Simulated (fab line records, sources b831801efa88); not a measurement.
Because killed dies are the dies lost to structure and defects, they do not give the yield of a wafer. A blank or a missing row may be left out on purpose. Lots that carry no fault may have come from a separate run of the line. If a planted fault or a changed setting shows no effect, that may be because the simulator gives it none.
Commonality check across tools / flow gf180mcu / 13 lots, 48 wafers sampled

## THE REASON FOR OPENING IT
At GF_MVPSD_TW_MEAS_11 the reading MVPSD_TW is flagged on 3 of 13 lots. No-fault wafers: 551, standard deviation 4.3.
Rule: flag the lot when none of its wafers has a number, or when each of its wafers that has one lies beyond 4 standard deviations from that mean. As for the other lots, they are considered sound.

lot=L529; measured=day 5 00:46; on=film metro-04; MVPSD_TW, wafer by wafer=545 545 544; flag=
lot=L530; measured=day 5 07:37; on=film metro-02; MVPSD_TW, wafer by wafer=557 556 557; flag=
lot=L532; measured=day 5 20:52; on=film metro-01; MVPSD_TW, wafer by wafer=554 553 552; flag=
lot=L533; measured=day 6 07:02; on=film metro-02; MVPSD_TW, wafer by wafer=555 557 553; flag=
lot=L534; measured=day 6 11:55; on=film metro-02; MVPSD_TW, wafer by wafer=555 554 556; flag=
lot=L536; measured=day 6 20:37; on=film metro-02; MVPSD_TW, wafer by wafer=555 556 559; flag=
lot=L539; measured=day 7 14:55; on=film metro-02; MVPSD_TW, wafer by wafer=551 554 554; flag=
lot=L540; measured=day 7 21:06; on=film metro-04; MVPSD_TW, wafer by wafer=546 547 548; flag=
lot=L541; measured=day 8 02:17; on=film metro-02; MVPSD_TW, wafer by wafer=669 671 669 669 668 666; flag=FLAGGED
lot=L544; measured=day 8 20:13; on=film metro-04; MVPSD_TW, wafer by wafer=658 661 659 658 662 661; flag=FLAGGED
lot=L546; measured=day 9 07:38; on=film metro-04; MVPSD_TW, wafer by wafer=661 663 659 663 658 664; flag=FLAGGED
lot=L547; measured=day 9 11:23; on=film metro-04; MVPSD_TW, wafer by wafer=550 548 548; flag=
lot=L552; measured=day 10 19:52; on=film metro-01; MVPSD_TW, wafer by wafer=548 554 554; flag=
On average the flagged lots' numbers are 663, which is +112 against the usual, or +26 standard deviations.

## EACH LOT AND THE TOOL IT RAN ON
The record holds 1 process step before the reading, out of a route of 602 steps. In each cell: the tool, then ch and the chambers that the sampled wafers went through, then the start.
lot=L529; flag=; GF_MVPSD_IMPLANT_08=implanter-02 ch 0, day 5 00:22
lot=L530; flag=; GF_MVPSD_IMPLANT_08=implanter-04 ch 0, day 5 07:13
lot=L532; flag=; GF_MVPSD_IMPLANT_08=implanter-04 ch 0, day 5 20:24
lot=L533; flag=; GF_MVPSD_IMPLANT_08=implanter-02 ch 0, day 6 06:41
lot=L534; flag=; GF_MVPSD_IMPLANT_08=implanter-04 ch 0, day 6 11:31
lot=L536; flag=; GF_MVPSD_IMPLANT_08=implanter-02 ch 0, day 6 20:14
lot=L539; flag=; GF_MVPSD_IMPLANT_08=implanter-04 ch 0, day 7 14:32
lot=L540; flag=; GF_MVPSD_IMPLANT_08=implanter-04 ch 0, day 7 20:42
lot=L541; flag=FLAGGED; GF_MVPSD_IMPLANT_08=implanter-03 ch 0, day 8 01:34
lot=L544; flag=FLAGGED; GF_MVPSD_IMPLANT_08=implanter-03 ch 0, day 8 19:30
lot=L546; flag=FLAGGED; GF_MVPSD_IMPLANT_08=implanter-02 ch 0, day 9 06:55
lot=L547; flag=; GF_MVPSD_IMPLANT_08=implanter-03 ch 0, day 9 11:01
lot=L552; flag=; GF_MVPSD_IMPLANT_08=implanter-02 ch 0, day 10 19:28
These steps, and what they do:
- GF_MVPSD_IMPLANT_08
- GF_MVPSD_TW_MEAS_11

## FLAGGED AGAINST TOTAL, ONE TOOL AT A TIME (gauges that did the reading follow at the end)
step=GF_MVPSD_IMPLANT_08; tool=implanter-02; lots run=5; flagged=1; share of the flagged lots=some; sound lots run after its first flagged lot=1 (L552)
step=GF_MVPSD_IMPLANT_08; tool=implanter-03; lots run=3; flagged=2; share of the flagged lots=some; sound lots run after its first flagged lot=1 (L547)
step=GF_MVPSD_IMPLANT_08; tool=implanter-04; lots run=5; flagged=0; share of the flagged lots=none; sound lots run after its first flagged lot=-
step=GF_MVPSD_TW_MEAS_11; tool=film metro-01; lots run=2; flagged=0; share of the flagged lots=none; sound lots run after its first flagged lot=-
step=GF_MVPSD_TW_MEAS_11; tool=film metro-02; lots run=6; flagged=1; share of the flagged lots=some; sound lots run after its first flagged lot=0
step=GF_MVPSD_TW_MEAS_11; tool=film metro-04; lots run=5; flagged=2; share of the flagged lots=some; sound lots run after its first flagged lot=1 (L547)

## WHAT THE TABLE ALLOWS
No row of the table ran every flagged lot.

## WHAT THE SIMULATOR HAD PUT IN
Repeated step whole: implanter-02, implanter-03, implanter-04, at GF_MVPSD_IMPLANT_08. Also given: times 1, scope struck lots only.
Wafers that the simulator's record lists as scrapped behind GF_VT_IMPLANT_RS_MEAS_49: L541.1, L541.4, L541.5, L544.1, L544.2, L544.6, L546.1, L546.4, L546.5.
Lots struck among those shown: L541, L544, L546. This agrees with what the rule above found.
